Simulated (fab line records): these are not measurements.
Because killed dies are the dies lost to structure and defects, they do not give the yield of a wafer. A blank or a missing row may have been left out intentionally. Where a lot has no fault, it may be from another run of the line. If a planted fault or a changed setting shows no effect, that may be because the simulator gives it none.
Comparing a struck lot with a sound one    flow sfqLine    22 out of 325 route steps
Sound: the wafers L862.2, L862.3, L862.6. The struck wafers were L861.1, L861.2, L861.4. Last of all comes the cause.
Per side, at each step with rows, come the tool, then ch with its chambers, and then its first start. Under that, the readings that differ: sound wafers    struck wafers    difference of the means    sigmas: that difference in standard deviations of wafers without a fault.
alike: words and numbers the same on both sides, and readings whose means are apart by under 2 such deviations; not compared: readings that were withheld, readings missing a value for some wafer, numbers with overlapping values and no deviation given by the record, and bounds like >300 which may hide the same value.
The two part at a step that has a row with sigmas, a row that says differs or no value, or rows on one side only. Numbers that have no deviation but don't overlap get no sigmas and don't part them. Lack of a reading on every wafer of one side parts them only where that side has two or more wafers.

first, 6 steps without rows for these wafers: SFQ_TRILAYER_JJ_CE_LITHO_COAT_119 (resist thk 62 nm); SFQ_TRILAYER_JJ_CE_LITHO_COAT_114 (resist thk 600 nm); SFQ_TRILAYER_JJ_CE_LITHO_SOFTBAKE_118; SFQ_TRILAYER_JJ_CE_LITHO_EXPOSE_115 (exposes mask J5, target cd 700 nm); SFQ_TRILAYER_JJ_CE_LITHO_PEB_117 (peb time 60 s); SFQ_TRILAYER_JJ_CE_LITHO_DEVELOP_116 (time 60 s).
SFQ_JJ_OVL_MEAS_931:
  sound on overlay-01 at day 70 10:44; struck on overlay-01 at day 70 04:44
  alike: J5_OVL
SFQ_TRILAYER_JJ_CE_METRO_MEASURE_117:
  sound on cdSem-02 at day 70 10:58; struck on cdSem-01 at day 70 04:46
  alike: cdNm
SFQ_TRILAYER_JJ_CE_BARC_OPEN_RIE_150: chemistry O2, target BARC, target depth 240 nm, time 80 s.
  sound on rieMetal-02 ch 0,1, day 70 11:58; struck on rieMetal-01 ch 0,1, day 70 05:58
reading                   sound        struck       difference  sigmas
drypumpMotorCurrentA (A)  5.3 6.4 6.4  5.3 5.3 5.4  -0.7        -2
  alike: oesProductAu
  not compared: rfHoursCounterH
SFQ_TRILAYER_JJ_CE_ETCH_RIE_118: chemistry SF6, target Nb, stops on Al2O3, time 97.7 s, target depth 170 nm.
  sound on rieMetal-02 ch 0,1, day 70 12:04; struck on rieMetal-01 ch 0,1, day 70 06:04
  alike: drypumpMotorCurrentA, oesProductAu
  not compared: rfHoursCounterH
following that, these wafers have no rows for 1 step: SFQ_TRILAYER_JJ_ANODIZE_ANODIZE_119.
SFQ_TRILAYER_JJ_CE_STRIP_STRIP_120: strips in O2.
  sound on rieMetal-01 ch 0,1, day 70 12:40; struck on rieMetal-03 ch 0,1, day 70 06:40
  no value came back on the struck wafers for chamberPressureMTorr (mTorr), drypumpMotorCurrentA (A), oesProductAu (a.u.); on the sound wafers chamberPressureMTorr (mTorr) reads 50.07 49.91 49.96
reading                                                 sound  struck             difference  sigmas
model.KrF_of_TRILAYER_JJ_CE_LITHO_COAT_114.thkNm (nm)   0 0 0  479.6 475.5 477.8  +477.6      
model.BARC_of_TRILAYER_JJ_CE_LITHO_COAT_119.thkNm (nm)  0 0 0  61.99 61.89 61.95  +61.94      
  not compared: rfHoursCounterH
then, 7 steps without rows for these wafers: SFQ_TRILAYER_JJ_CE_STRIP_SOLV_CLEAN_121 (cleans in NMP, time 600 s); SFQ_TRILAYER_M5_LITHO_COAT_128 (resist thk 62 nm); SFQ_TRILAYER_M5_LITHO_COAT_123 (resist thk 600 nm); SFQ_TRILAYER_M5_LITHO_SOFTBAKE_127; SFQ_TRILAYER_M5_LITHO_EXPOSE_124 (exposes mask M5, target cd 700 nm); SFQ_TRILAYER_M5_LITHO_PEB_126 (peb time 60 s); SFQ_TRILAYER_M5_LITHO_DEVELOP_125 (time 60 s).
-- the record jumps here: 4 days lie between the struck wafers' starts before and after --
SFQ_M5_OVL_MEAS_932:
  sound on overlay-01 at day 74 18:11; struck on overlay-01 at day 74 13:23
reading      sound   struck     difference  sigmas
M5_OVL (nm)  5 11 2  -10 -3 -5  -12         -2
SFQ_TRILAYER_M5_BARC_OPEN_METAL_ETCH_161: etches BARC in O2, target depth 125 nm, time 41.7 s.
  sound on rieMetal-01 ch 0,1, day 74 18:13; struck on rieMetal-01 ch 0,1, day 74 13:25
reading                  sound              struck             difference  sigmas
oesProductAu (a.u.)      0.686 0.679 0.681  0.997 1.014 1.015  +0.327      +74
model.etch.depthNm (nm)  62.22 61.99 62.04  123.3 127.5 127.2  +63.9       
  alike: drypumpMotorCurrentA
  not compared: rfHoursCounterH
SFQ_TRILAYER_M5_ETCH_METAL_ETCH_126: etches Nb in Cl2/BCl3, stops on SiO2, time 203.2 s, target depth 265 nm.
  sound on rieMetal-01 ch 0,1, day 74 18:16; struck on rieMetal-01 ch 0,1, day 74 13:28
  alike: drypumpMotorCurrentA, oesProductAu
  not compared: rfHoursCounterH

WHERE THEY PART
Last at SFQ_TRILAYER_M5_BARC_OPEN_METAL_ETCH_161 as far as this record goes, first at SFQ_TRILAYER_JJ_CE_BARC_OPEN_RIE_150. Later steps at which nothing parts them and some readings are alike: SFQ_TRILAYER_M5_ETCH_METAL_ETCH_126.

WHY: whatever the simulator had introduced
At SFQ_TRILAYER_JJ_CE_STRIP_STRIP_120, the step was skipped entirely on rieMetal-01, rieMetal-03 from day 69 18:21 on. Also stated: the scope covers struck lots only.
